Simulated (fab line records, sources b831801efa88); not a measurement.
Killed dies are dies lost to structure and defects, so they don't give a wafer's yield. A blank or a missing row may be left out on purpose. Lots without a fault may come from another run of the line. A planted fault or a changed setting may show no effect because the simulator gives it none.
fab line records | flow gf180mcu
record lots=12 wafers=36 last_day=33
route steps=602 shown STI@2 POLY_GATE@174 HV_LDD@233 SAB@265
lots that met no fault: from a run of the same line without faults
start_h: hours from the record's first day to the start of the lot's first wafer shown | wait_h: hours since the lot's step before | " the same as in the row above | L1.1+2: a row that stands for several wafers | - no value, or no start given | * or withheld: withheld | < > ~ a bound
route shown NAME@n: a module of which the file shows steps, and the number in the route of the first | usual: mean/standard deviation of fault-free wafers | same: alike in all rows | chamber/n: place in a boat | sites: the reading at each site | _std_site: their standard deviation | _edge_site: outer sites' mean less inner sites' | radius_mm: how far each site lies from the wafer's centre | mask NAME#n: copy n | behind: the tool/chamber that last shaped the wafer | hold: why the lot was held/for how many hours/how that ended | device: the transistor (n, p or np) that didn't switch | end of line: the same wafers' tests at the end of the route | a step without rows: its recipe alone | killed: dies lost to structure and defects at the first sort, not the wafer's yield | map: a wafer's dies, x killed, . not, _ none there
set.NAME: the setting as run; set.NAME@STEP: as run at that earlier step | model.NAME: the simulator's own value behind a step, which no gauge read
steps of the route over a sample of lots; a table a step, a row a wafer
services: from which hour (start_h, from the record's first day; less than 0 if before it) a tool's chamber was out of use, for how many hours, and why
## steps
# step GF_STI_OXIDATION_01
# recipe temp_c=900 ambient=O2 stabilise_s=600 purge_s=300 target_thk_a=100 ox_time_s=1418
# usual tube_center_temp_C=900/0.083
# columns lot.wafer tool chamber start_h wait_h tube_center_temp_C
L255.3 furnace-01 0 10.12 0.1 900
L255.4 " 0 " " 900.11
L255.5 " 0 " " 899.88
L256.2 furnace-01 0 15.12 0.1 900.03
L256.4 " 0 " " 900.02
L256.6 " 0 " " 900.03
L257.1 furnace-02 0 20.17 0.1 899.89
L257.2 " 0 " " 899.92
L257.4 " 0 " " 899.95
L258.1 furnace-02 0 25.12 0.1 899.93
L258.3 " 0 " " 900.08
L258.5 " 0 " " 899.93
L259.2 furnace-02 0 30.12 0.1 900.04
L259.3 " 0 " " 900.02
L259.5 " 0 " " 900.13
L261.1 furnace-02 0 40.94 0.9 899.95
L261.2 " 0 " " 900
L261.4 " 0 " " 899.94
L263.1 furnace-02 0 50.12 0.1 899.96
L263.4 " 0 " " 899.95
L263.6 " 0 " " 899.94
L264.3 furnace-02 0 55.12 0.1 899.96
L264.4 " 0 " " 899.92
L264.6 " 0 " " 899.82
L266.1 furnace-02 0 65.12 0.1 899.95
L266.2 " 0 " " 899.98
L266.4 " 0 " " 899.99
L270.3 furnace-01 0 85.85 0.8 900.06
L270.4 " 0 " " 900.01
L270.6 " 0 " " 900.12
L271.4 furnace-01 0 90.53 0.5 900.05
L271.5 " 0 " " 900.04
L271.6 " 0 " " 900.17
L275.2 furnace-01 0 110.12 0.1 899.93
L275.3 " 0 " " 900.09
L275.5 " 0 " " 900.11
# step GF_STI_THK_MEAS_02
# recipe reads=SiO2_of_STI_OXIDATION_01
# usual STI_OXIDATION_THK=10.04/0.2
# columns lot.wafer tool chamber start_h wait_h hold STI_OXIDATION_THK[nm]
L255.3 film_metro-04 - 11.53 0.0 - 9.77
L255.4 " - " " - 10.02
L255.5 " - " " - 10.03
L256.2 film_metro-02 - 16.52 0.0 - 9.76
L256.4 " - " " - 9.91
L256.6 " - " " - 9.88
L257.1 film_metro-02 - 21.56 0.0 - 9.98
L257.2 " - " " - 10.09
L257.4 " - " " - 10.14
L258.1 film_metro-03 - 26.51 0.0 - 10.39
L258.3 " - " " - 10.20
L258.5 " - " " - 10.15
L259.2 film_metro-03 - 31.52 0.0 - 10.10
L259.3 " - " " - 10.03
L259.5 " - " " - 9.91
L261.1 film_metro-04 - 42.33 0.0 - 9.98
L261.2 " - " " - 10.05
L261.4 " - " " - 10.01
L263.1 film_metro-03 - 51.51 0.0 - 10.26
L263.4 " - " " - 10.16
L263.6 " - " " - 10.28
L264.3 film_metro-04 - 56.53 0.0 await_dispo/0.2h/release 11.47
L264.4 " - " " await_dispo/0.2h/release 11.41
L264.6 " - " " await_dispo/0.2h/release 11.48
L264.3 film_metro-04 - 56.76 0.2 - 11.51
L264.4 " - " " - 11.38
L264.6 " - " " - 11.57
L266.1 film_metro-03 - 66.51 0.0 await_dispo/0.2h/release 11.61
L266.2 " - " " await_dispo/0.2h/release 11.54
L266.4 " - " " await_dispo/0.2h/release 11.50
L266.1 film_metro-03 - 66.74 0.2 - 11.60
L266.2 " - " " - 11.54
L266.4 " - " " - 11.47
L270.3 film_metro-04 - 87.26 0.0 - 9.96
L270.4 " - " " - 10.09
L270.6 " - " " - 10.17
L271.4 film_metro-02 - 91.96 0.0 - 9.86
L271.5 " - " " - 9.87
L271.6 " - " " - 9.85
L275.2 film_metro-03 - 111.52 0.0 - 10.02
L275.3 " - " " - 10.00
L275.5 " - " " - 10.07
# step GF_POLY_GATE_THK_MEAS_17
# recipe reads=SiO2_of_POLY_GATE_OXIDATION_16
# usual POLY_GATE_OXIDATION_THK=4.02/0.093
# columns lot.wafer tool chamber start_h wait_h POLY_GATE_OXIDATION_THK[nm]
L255.3 film_metro-03 - 207.43 0.0 4.03
L255.4 " - " " 3.89
L255.5 " - " " 3.90
L256.2 film_metro-02 - 217.09 0.0 3.95
L256.4 " - " " 4.05
L256.6 " - " " 4.02
L258.1 film_metro-03 - 229.58 0.0 4.09
L258.3 " - " " 4.00
L258.5 " - " " 4.00
L257.1 film_metro-02 - 229.63 0.1 4.02
L257.2 " - " " 3.93
L257.4 " - " " 3.88
L259.2 film_metro-01 - 237.75 0.0 3.90
L259.3 " - " " 3.83
L259.5 " - " " 3.86
L261.1 film_metro-02 - 247.45 0.0 4.00
L261.2 " - " " 4.02
L261.4 " - " " 4.01
L263.1 film_metro-02 - 272.13 0.0 4.02
L263.4 " - " " 4.06
L263.6 " - " " 3.91
L264.3 film_metro-02 - 272.21 0.1 4.18
L264.4 " - " " 4.08
L264.6 " - " " 4.11
L266.1 film_metro-02 - 284.28 0.0 4.16
L266.2 " - " " 4.17
L266.4 " - " " 4.15
L270.3 film_metro-03 - 313.06 0.0 4.24
L270.4 " - " " 4.27
L270.6 " - " " 4.19
L271.4 film_metro-02 - 313.07 0.0 4.14
L271.5 " - " " 4.15
L271.6 " - " " 4.13
L275.2 film_metro-02 - 334.17 0.0 4.09
L275.3 " - " " 4.17
L275.5 " - " " 4.15
# step GF_HV_LDD_THK_MEAS_57
# recipe reads=Si3N4_of_HV_LDD_CVD_56
# usual HV_LDD_CVD_56_THK=90.2/0.87
# columns lot.wafer tool chamber start_h wait_h HV_LDD_CVD_56_THK[nm]
L255.3 film_metro-03 - 281.68 0.0 90.7
L255.4 " - " " 90.2
L255.5 " - " " 90.3
L256.2 film_metro-01 - 293.20 0.0 90.8
L256.4 " - " " 90.2
L256.6 " - " " 91.0
L258.1 film_metro-01 - 306.10 0.0 88.7
L258.3 " - " " 88.4
L258.5 " - " " 88.7
L257.1 film_metro-01 - 308.15 0.0 91.1
L257.2 " - " " 90.8
L257.4 " - " " 90.7
L259.2 film_metro-01 - 313.77 0.0 89.8
L259.3 " - " " 89.3
L259.5 " - " " 89.2
L261.1 film_metro-04 - 326.78 0.0 90.8
L261.2 " - " " 89.8
L261.4 " - " " 90.4
L263.1 film_metro-04 - 356.30 0.0 90.3
L263.4 " - " " 89.9
L263.6 " - " " 88.8
L264.3 film_metro-01 - 357.33 0.0 88.5
L264.4 " - " " 89.2
L264.6 " - " " 88.9
L266.1 film_metro-04 - 371.07 0.0 90.8
L266.2 " - " " 90.2
L266.4 " - " " 90.8
L270.3 film_metro-04 - 405.83 0.0 91.6
L270.4 " - " " 92.2
L270.6 " - " " 91.4
L271.4 film_metro-03 - 406.13 0.0 90.3
L271.5 " - " " 89.8
L271.6 " - " " 90.0
L275.2 film_metro-01 - 430.96 0.0 90.6
L275.3 " - " " 89.0
L275.5 " - " " 90.0
# step GF_SAB_THK_MEAS_01
# recipe reads=SiO2_of_SAB_CVD_00
# usual SAB_CVD_00_THK=49.9/0.63
# columns lot.wafer tool chamber start_h wait_h SAB_CVD_00_THK[nm]
L255.3 film_metro-02 - 320.47 0.0 50.8
L255.4 " - " " 50.7
L255.5 " - " " 51.0
L256.2 film_metro-02 - 334.41 0.0 50.0
L256.4 " - " " 51.2
L256.6 " - " " 51.1
L258.1 film_metro-03 - 349.04 0.0 50.0
L258.3 " - " " 50.1
L258.5 " - " " 51.2
L257.1 film_metro-02 - 349.69 0.0 50.1
L257.2 " - " " 49.5
L257.4 " - " " 49.9
L259.2 film_metro-03 - 357.80 0.0 50.2
L259.3 " - " " 50.0
L259.5 " - " " 50.9
L261.1 film_metro-03 - 371.66 0.0 49.4
L261.2 " - " " 49.4
L261.4 " - " " 49.9
L263.1 film_metro-02 - 401.46 0.0 49.4
L263.4 " - " " 50.8
L263.6 " - " " 49.6
L264.3 film_metro-04 - 402.53 0.0 49.1
L264.4 " - " " 50.3
L264.6 " - " " 50.1
L266.1 film_metro-02 - 417.65 0.0 49.1
L266.2 " - " " 49.3
L266.4 " - " " 50.2
L270.3 film_metro-03 - 454.43 0.0 49.3
L270.4 " - " " 50.0
L270.6 " - " " 49.6
L271.4 film_metro-03 - 454.98 0.0 50.1
L271.5 " - " " 49.2
L271.6 " - " " 49.9
L275.2 film_metro-03 - 480.47 0.0 49.2
L275.3 " - " " 48.8
L275.5 " - " " 49.6
## services
# columns tool chamber start_h hours kind
furnace-01 - -5.00 3.7 pm
furnace-02 - 33.05 4.9 pm
furnace-02 - 73.43 3.7 pm
## key
first_sign step=GF_STI_THK_MEAS_02 reading=visit direction=added
effect step=GF_STI_THK_MEAS_02 reading=STI_OXIDATION_THK direction=up sigmas=7.3 usual=10.04 struck=11.50
met_at GF_STI_OXIDATION_01
struck_lots L264,L266
tester_left_out L264,L266
not_acting_at GF_POLY_GATE_THK_MEAS_17,GF_HV_LDD_THK_MEAS_57,GF_SAB_THK_MEAS_01
onset_between 50.12 55.12
fault kind=process_parameter_drift tool=furnace-02 chamber=- onset_h=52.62 steps=GF_STI_OXIDATION_01 channel=ox_time_s offset=* shape=step end_h=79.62 acts_in=* stated=*
# tester_left_out: of these lots the tester's yield and bins aren't shown, on N5 and GAA mostly nor the transistor test; their killed dies are dies lost to structure and defects alone, not to doping, threshold or leakage, so they don't give the yield
